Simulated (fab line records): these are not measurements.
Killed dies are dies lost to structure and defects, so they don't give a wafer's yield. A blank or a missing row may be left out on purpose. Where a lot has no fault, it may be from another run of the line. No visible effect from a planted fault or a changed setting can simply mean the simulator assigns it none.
fab line records ; flow sky130
record lots=13; wafers=39; lastDay=50
route steps=708 shown FIELD_ISO@11 NWELL@81 VT_ADJUST_HVTP@93 LDD_HVP@288 PAD_OPEN@708
lots that met no fault: taken from a fault-free run of the same line
startH: the number of hours between the record's first day and the start of the first shown wafer of the lot ; waitH: how many hours have passed since the lot's step before this one ; " same as the row above ; L1.1+2: a row that stands for several wafers ; - no value, or no start given ; * or withheld: withheld ; < > ~ a bound
route shown NAME@n: names a module that has steps shown in the file, with the first one's number in the route ; usual: average and standard deviation across the fault-free wafers ; same: alike in all rows ; chamber/n: place in a boat ; sites: the reading at each site ; _std_site: their standard deviation ; _edge_site: inner sites' mean taken away from outer sites' mean ; radiusMm: how far each site lies from the wafer's centre ; mask NAME#n: copy n ; behind: the most recent tool/chamber to have shaped the wafer ; hold: what put the lot on hold/how long, in hours/how the hold closed ; device: which transistor (n, p or np) failed to switch ; end of line: tests of these same wafers at the route's end ; a step without rows: its recipe alone ; killed: not the wafer's yield, but the dies lost to structure and defects at the first sort ; map: per-die view of a wafer (x killed, . not killed, _ where there is no die)
set.NAME: the setting the step ran with; set.NAME@STEP: the setting that earlier step ran with ; model.NAME: the simulator's own value behind a step, which no gauge read
a sample of lots followed through the steps of the route, with each step as a table and each wafer as a row
services: a tool's chamber out of use, with start hour (startH, from the record's first day; less than 0 if before it), hours out, and reason
## steps
# step SKY_FIELD_ISO_EXPOSE_10
# recipe maskId=FOM; na=0.68; sourceShape=annular; sigmaInner=0.4; sigmaOuter=0.8; targetCdNm=150; doseMj=28
# usual reticleTempC=23.01/0.11; stageVelMmS=499.96/0.27
lot.wafer;tool;chamber;startH;waitH;mask;reticleTempC;stageVelMmS
L775.2;krfScanner-01;0;29.51;-;FOM#0;22.95;500.18
L775.3;krfScanner-01;0;29.51;-;FOM#0;23.04;499.97
L775.6;krfScanner-01;0;29.51;-;FOM#0;23.00;499.55
L776.1;krfScanner-02;0;33.77;-;FOM#0;22.89;500.11
L776.4;krfScanner-02;0;33.77;-;FOM#0;22.79;500.06
L776.5;krfScanner-02;0;33.77;-;FOM#0;23.03;499.72
L777.1;krfScanner-02;0;38.01;-;FOM#0;23.07;499.88
L777.2;krfScanner-02;0;38.01;-;FOM#0;22.92;499.82
L777.4;krfScanner-02;0;38.01;-;FOM#0;22.93;499.84
L778.1;krfScanner-02;0;42.90;-;FOM#0;23.03;500.11
L778.2;krfScanner-02;0;42.90;-;FOM#0;22.96;500.06
L778.4;krfScanner-02;0;42.90;-;FOM#0;22.96;499.46
L779.1;krfScanner-01;0;47.68;-;FOM#0;22.89;499.89
L779.2;krfScanner-01;0;47.68;-;FOM#0;23.02;499.93
L779.6;krfScanner-01;0;47.68;-;FOM#0;23.09;499.63
L780.2;krfScanner-02;0;53.35;-;FOM#0;23.02;500.04
L780.3;krfScanner-02;0;53.35;-;FOM#0;23.30;499.91
L780.4;krfScanner-02;0;53.35;-;FOM#0;23.06;499.77
L782.1;krfScanner-02;0;62.51;-;FOM#0;23.19;500.27
L782.4;krfScanner-02;0;62.51;-;FOM#0;23.22;500.04
L782.5;krfScanner-02;0;62.51;-;FOM#0;23.19;500.14
L785.3;krfScanner-02;0;77.91;-;FOM#0;23.01;500.17
L785.4;krfScanner-02;0;77.91;-;FOM#0;22.98;500.02
L785.6;krfScanner-02;0;77.91;-;FOM#0;22.93;500.16
L790.1;krfScanner-01;0;106.50;-;FOM#0;22.97;499.99
L790.4;krfScanner-01;0;106.50;-;FOM#0;23.06;499.66
L790.5;krfScanner-01;0;106.50;-;FOM#0;23.13;500.14
L792.1;krfScanner-01;0;112.31;-;FOM#0;22.81;500.42
L792.3;krfScanner-01;0;112.31;-;FOM#0;23.11;500.32
L792.4;krfScanner-01;0;112.31;-;FOM#0;23.14;500.19
L794.1;krfScanner-01;0;124.59;-;FOM#0;23.09;499.90
L794.3;krfScanner-01;0;124.59;-;FOM#0;22.92;499.69
L794.6;krfScanner-01;0;124.59;-;FOM#0;23.02;499.86
L795.1;krfScanner-01;0;128.89;-;FOM#0;22.96;500.51
L795.4;krfScanner-01;0;128.89;-;FOM#0;23.03;500.15
L795.5;krfScanner-01;0;128.89;-;FOM#0;22.89;500.64
L797.3;krfScanner-02;0;143.02;-;FOM#0;23.05;500.08
L797.4;krfScanner-02;0;143.02;-;FOM#0;22.93;499.83
L797.6;krfScanner-02;0;143.02;-;FOM#0;23.09;500.29
# step SKY_FIELD_ISO_CD_MEAS_13
# recipe targetCdNm=150
# usual cdNm=150.0/1.4
lot.wafer;tool;chamber;startH;waitH;cdNm
L775.2;cdSem-02;-;36.23;-;149.9
L775.3;cdSem-02;-;36.23;-;149.9
L775.6;cdSem-02;-;36.23;-;149.5
L776.1;cdSem-02;-;40.71;-;150.7
L776.4;cdSem-02;-;40.71;-;150.5
L776.5;cdSem-02;-;40.71;-;150.9
L777.1;cdSem-01;-;45.69;-;150.1
L777.2;cdSem-01;-;45.69;-;151.0
L777.4;cdSem-01;-;45.69;-;149.4
L778.1;cdSem-02;-;50.39;-;147.8
L778.2;cdSem-02;-;50.39;-;147.8
L778.4;cdSem-02;-;50.39;-;147.6
L779.1;cdSem-01;-;54.54;-;149.3
L779.2;cdSem-01;-;54.54;-;148.8
L779.6;cdSem-01;-;54.54;-;148.6
L780.2;cdSem-02;-;61.11;-;151.1
L780.3;cdSem-02;-;61.11;-;151.6
L780.4;cdSem-02;-;61.11;-;151.7
L782.1;cdSem-02;-;70.21;-;154.5
L782.4;cdSem-02;-;70.21;-;153.1
L782.5;cdSem-02;-;70.21;-;134.4
L785.3;cdSem-01;-;85.83;-;148.5
L785.4;cdSem-01;-;85.83;-;150.5
L785.6;cdSem-01;-;85.83;-;133.5
L790.1;cdSem-01;-;115.84;-;149.6
L790.4;cdSem-01;-;115.84;-;149.6
L790.5;cdSem-01;-;115.84;-;150.7
L792.1;cdSem-02;-;121.60;-;149.8
L792.3;cdSem-02;-;121.60;-;150.2
L792.4;cdSem-02;-;121.60;-;149.6
L794.1;cdSem-01;-;133.45;-;150.2
L794.3;cdSem-01;-;133.45;-;150.6
L794.6;cdSem-01;-;133.45;-;151.3
L795.1;cdSem-02;-;137.90;-;151.2
L795.4;cdSem-02;-;137.90;-;150.9
L795.5;cdSem-02;-;137.90;-;151.9
L797.3;cdSem-02;-;152.08;-;148.0
L797.4;cdSem-02;-;152.08;-;149.1
L797.6;cdSem-02;-;152.08;-;147.7
# step SKY_NWELL_RTA_28
# recipe tempC=1050; timeS=30; idleTempC=650; rampUpCPerS=150; rampDownCPerS=90; ambient=N2
# usual lampPowerPct=25.30/0.054; wafer_temp_C_max=1054.8/0.91
# same timeS=30
lot.wafer;tool;chamber;startH;waitH;lampPowerPct;wafer_temp_C_max
L775.2;rtpAnneal-01;0;111.71;0.0;25.38;1055.9
L775.3;rtpAnneal-01;0;111.71;0.0;25.29;1054.3
L775.6;rtpAnneal-01;0;111.71;0.0;25.28;1054.5
L777.1;rtpAnneal-01;0;121.65;0.0;25.40;1054.5
L777.2;rtpAnneal-01;0;121.65;0.0;25.20;1054.1
L777.4;rtpAnneal-01;0;121.65;0.0;25.25;1055.0
L776.1;rtpAnneal-02;0;122.70;0.0;25.32;1054.9
L776.4;rtpAnneal-02;0;122.70;0.0;25.38;1055.0
L776.5;rtpAnneal-02;0;122.70;0.0;25.27;1053.7
L778.1;rtpAnneal-01;0;125.90;0.0;25.28;1055.1
L778.2;rtpAnneal-01;0;125.90;0.0;25.29;1055.0
L778.4;rtpAnneal-01;0;125.90;0.0;25.23;1055.5
L779.1;rtpAnneal-02;0;132.30;0.0;25.34;1053.9
L779.2;rtpAnneal-02;0;132.30;0.0;25.31;1054.8
L779.6;rtpAnneal-02;0;132.30;0.0;25.36;1055.8
L780.2;rtpAnneal-02;0;139.02;0.0;25.30;1054.9
L780.3;rtpAnneal-02;0;139.02;0.0;25.23;1054.3
L780.4;rtpAnneal-02;0;139.02;0.0;25.32;1054.4
L782.1;rtpAnneal-02;0;151.70;0.0;25.24;1054.0
L782.4;rtpAnneal-02;0;151.70;0.0;25.31;1055.9
L782.5;rtpAnneal-02;0;151.70;0.0;25.32;1056.7
L785.3;rtpAnneal-02;0;169.54;0.0;25.34;1054.8
L785.4;rtpAnneal-02;0;169.54;0.0;25.29;1054.9
L785.6;rtpAnneal-02;0;169.54;0.0;25.25;1054.6
L790.1;rtpAnneal-02;0;205.00;0.0;25.36;1055.7
L790.4;rtpAnneal-02;0;205.00;0.0;25.31;1055.8
L790.5;rtpAnneal-02;0;205.00;0.0;25.31;1055.5
L792.1;rtpAnneal-01;0;217.21;0.0;25.30;1054.2
L792.3;rtpAnneal-01;0;217.21;0.0;25.40;1054.6
L792.4;rtpAnneal-01;0;217.21;0.0;25.23;1053.3
L794.1;rtpAnneal-01;0;223.85;0.0;25.31;1053.5
L794.3;rtpAnneal-01;0;223.85;0.0;25.31;1054.5
L794.6;rtpAnneal-01;0;223.85;0.0;25.33;1056.8
L795.1;rtpAnneal-02;0;229.00;0.0;25.21;1055.1
L795.4;rtpAnneal-02;0;229.00;0.0;25.41;1055.0
L795.5;rtpAnneal-02;0;229.00;0.0;25.26;1055.2
L797.3;rtpAnneal-02;0;246.54;0.0;25.29;1055.5
L797.4;rtpAnneal-02;0;246.54;0.0;25.24;1054.8
L797.6;rtpAnneal-02;0;246.54;0.0;25.28;1054.9
# step SKY_VT_ADJUST_HVTP_OVL_MEAS_08
# usual VT_ADJUST_HVTP_OVL=-0.8/1.8
lot.wafer;tool;chamber;startH;waitH;VT_ADJUST_HVTP_OVL[nm]
L775.2;overlay-01;-;129.98;0.1;-2.1
L775.3;overlay-01;-;129.98;0.1;-3.5
L775.6;overlay-01;-;129.98;0.1;-3.8
L777.1;overlay-02;-;140.18;0.1;-0.3
L777.2;overlay-02;-;140.18;0.1;-0.4
L777.4;overlay-02;-;140.18;0.1;-0.8
L776.1;overlay-01;-;141.28;0.1;-2.6
L776.4;overlay-01;-;141.28;0.1;-2.5
L776.5;overlay-01;-;141.28;0.1;-2.9
L778.1;overlay-02;-;145.32;0.1;-0.6
L778.2;overlay-02;-;145.32;0.1;-2.2
L778.4;overlay-02;-;145.32;0.1;-1.1
L779.1;overlay-01;-;151.98;0.1;-0.2
L779.2;overlay-01;-;151.98;0.1;1.0
L779.6;overlay-01;-;151.98;0.1;0.8
L780.2;overlay-01;-;158.83;0.1;-3.9
L780.3;overlay-01;-;158.83;0.1;-3.1
L780.4;overlay-01;-;158.83;0.1;-3.3
L782.1;overlay-01;-;171.81;0.1;-1.3
L782.4;overlay-01;-;171.81;0.1;-0.5
L782.5;overlay-01;-;171.81;0.1;0.1
L785.3;overlay-01;-;190.54;0.1;-0.4
L785.4;overlay-01;-;190.54;0.1;-1.4
L785.6;overlay-01;-;190.54;0.1;0.4
L790.1;overlay-02;-;226.82;0.1;-1.2
L790.4;overlay-02;-;226.82;0.1;-1.5
L790.5;overlay-02;-;226.82;0.1;-2.0
L792.1;overlay-02;-;240.43;0.1;0.1
L792.3;overlay-02;-;240.43;0.1;-0.2
L792.4;overlay-02;-;240.43;0.1;-1.7
L794.1;overlay-01;-;247.13;0.1;-3.8
L794.3;overlay-01;-;247.13;0.1;-3.1
L794.6;overlay-01;-;247.13;0.1;-2.7
L795.1;overlay-01;-;252.77;0.1;-3.2
L795.4;overlay-01;-;252.77;0.1;-3.6
L795.5;overlay-01;-;252.77;0.1;-4.9
L797.3;overlay-02;-;270.59;0.1;-0.9
L797.4;overlay-02;-;270.59;0.1;-0.1
L797.6;overlay-02;-;270.59;0.1;-1.1
# step SKY_LDD_HVP_TW_MEAS_10
# usual LDD_HVP_TW=452/3.2
lot.wafer;tool;chamber;startH;waitH;LDD_HVP_TW
L775.2;filmMetro-01;-;491.99;0.1;450
L775.3;filmMetro-01;-;491.99;0.1;449
L775.6;filmMetro-01;-;491.99;0.1;449
L776.1;filmMetro-04;-;538.14;0.1;458
L776.4;filmMetro-04;-;538.14;0.1;455
L776.5;filmMetro-04;-;538.14;0.1;458
L777.1;filmMetro-01;-;538.44;0.1;447
L777.2;filmMetro-01;-;538.44;0.1;447
L777.4;filmMetro-01;-;538.44;0.1;448
L778.1;filmMetro-04;-;625.93;0.1;454
L778.2;filmMetro-04;-;625.93;0.1;453
L778.4;filmMetro-04;-;625.93;0.1;457
L779.1;filmMetro-04;-;626.89;0.1;451
L779.2;filmMetro-04;-;626.89;0.1;454
L779.6;filmMetro-04;-;626.89;0.1;453
L780.2;filmMetro-01;-;628.49;0.1;448
L780.3;filmMetro-01;-;628.49;0.1;448
L780.4;filmMetro-01;-;628.49;0.1;450
L785.3;filmMetro-04;-;628.66;0.1;452
L785.4;filmMetro-04;-;628.66;0.1;453
L785.6;filmMetro-04;-;628.66;0.1;452
L782.1;filmMetro-02;-;629.04;0.1;455
L782.4;filmMetro-02;-;629.04;0.1;454
L782.5;filmMetro-02;-;629.04;0.1;454
L790.1;filmMetro-01;-;638.44;0.1;447
L790.4;filmMetro-01;-;638.44;0.1;448
L790.5;filmMetro-01;-;638.44;0.1;451
L792.1;filmMetro-02;-;645.44;0.1;457
L792.3;filmMetro-02;-;645.44;0.1;457
L792.4;filmMetro-02;-;645.44;0.1;455
L794.1;filmMetro-01;-;653.34;0.1;451
L794.3;filmMetro-01;-;653.34;0.1;450
L794.6;filmMetro-01;-;653.34;0.1;451
L795.1;filmMetro-02;-;659.84;0.1;456
L795.4;filmMetro-02;-;659.84;0.1;452
L795.5;filmMetro-02;-;659.84;0.1;458
L797.3;filmMetro-01;-;681.41;0.1;444
L797.4;filmMetro-01;-;681.41;0.1;447
L797.6;filmMetro-01;-;681.41;0.1;443
# step SKY_PAD_OPEN_PROBE_99
# usual killed_at_M0_to_M3=42/7.3; killed_at_M4_up=3.4/2; killedAtContacts=24/5.8; killedAtFrontEnd=15/4.6; killedAtOther=0.3/0.62; killedDies=84/9.8; killedOpen=47/6.9; killedShort=38/6.3
# same grossDies=492; killedAtBackSide=0
lot.wafer;tool;chamber;startH;waitH;killed_at_M0_to_M3;killed_at_M4_up;killedAtContacts;killedAtFrontEnd;killedAtOther;killedDies;killedOpen;killedShort
L785.3;prober-01;-;1168.97;0.2;39;0;25;15;1;80;51;29
L785.6;prober-01;-;1169.12;0.2;45;4;25;22;0;96;44;47
L782.5;prober-02;-;1169.90;0.2;49;4;22;18;0;93;49;38
# killed by level:class
L785.3 VIA1:geometricParticle:open=15 LI_CONTACT:geometricParticle:open=8 CONTACT:geometricParticle:open=8 FIELD_ISO:geometricParticle:open=7 POLY_GATE:geometricParticle:open=5 LI_CONTACT:geometricParticle:short=4 VIA2:geometricParticle:open=4 VIA1:geometricParticle:short=4
L785.6 FIELD_ISO:geometricParticle:open=7 LOCAL_INTERCONNECT:geometricParticle:short=7 METAL1:geometricParticle:short=7 VIA1:geometricParticle:open=7 VIA2:geometricParticle:open=7 CONTACT:geometricParticle:open=6 CONTACT:geometricParticle:short=6 VIA2:geometricParticle:short=6
L782.5 VIA2:geometricParticle:open=10 VIA1:geometricParticle:open=10 METAL2:geometricParticle:short=8 LOCAL_INTERCONNECT:geometricParticle:short=6 LI_CONTACT:geometricParticle:open=6 FIELD_ISO:areaExpose=6 FIELD_ISO:geometricParticle:open=5 METAL1:geometricParticle:short=4
## services
tool;chamber;startH;hours;kind
rtpAnneal-02;-;28.39;63.7;pm
krfScanner-01;-;35.56;0.8;pm
krfScanner-01;-;41.86;1.3;repair
krfScanner-02;-;43.18;1.3;pm
krfScanner-01;-;50.38;11.6;pm
krfScanner-01;-;61.93;1.0;pm
krfScanner-01;-;69.95;0.6;repair
krfScanner-01;-;74.22;4.4;pm
krfScanner-02;-;78.59;1.0;pm
krfScanner-01;-;83.74;0.4;repair
krfScanner-01;-;97.66;1.3;pm
krfScanner-02;-;161.07;9.4;repair
rtpAnneal-01;-;166.35;1.1;pm
krfScanner-01;-;204.36;0.8;pm
krfScanner-02;-;208.81;4.0;pm
krfScanner-01;-;209.11;12.4;repair
krfScanner-02;-;221.65;1.3;pm
krfScanner-01;-;229.96;1.0;pm
krfScanner-02;-;245.14;1.0;pm
## key
firstSign step=SKY_FIELD_ISO_CD_MEAS_13; reading=cdNm; direction=down; sigmas=12; usual=150.0; struck=133.9
effect none on later readings
metAt SKY_FIELD_ISO_EXPOSE_10
struckLots L782,L785
struckWafers L782.5,L785.6
testerLeftOut L782,L785
notActingAt SKY_NWELL_RTA_28,SKY_VT_ADJUST_HVTP_OVL_MEAS_08,SKY_LDD_HVP_TW_MEAS_10
onsetBetween 53.35 62.51
fault kind=processParameterDrift; tool=krfScanner-02; chamber=-; onsetH=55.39; steps=SKY_FIELD_ISO_EXPOSE_10; channel=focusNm; offset=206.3; shape=step; endH=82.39; scope=struckWafersOnly
# testerLeftOut: of these lots the tester's yield and bins aren't shown, on N5 and GAA mostly nor the transistor test; their killed dies are dies lost to structure and defects alone, not to doping, threshold or leakage, so they don't give the yield
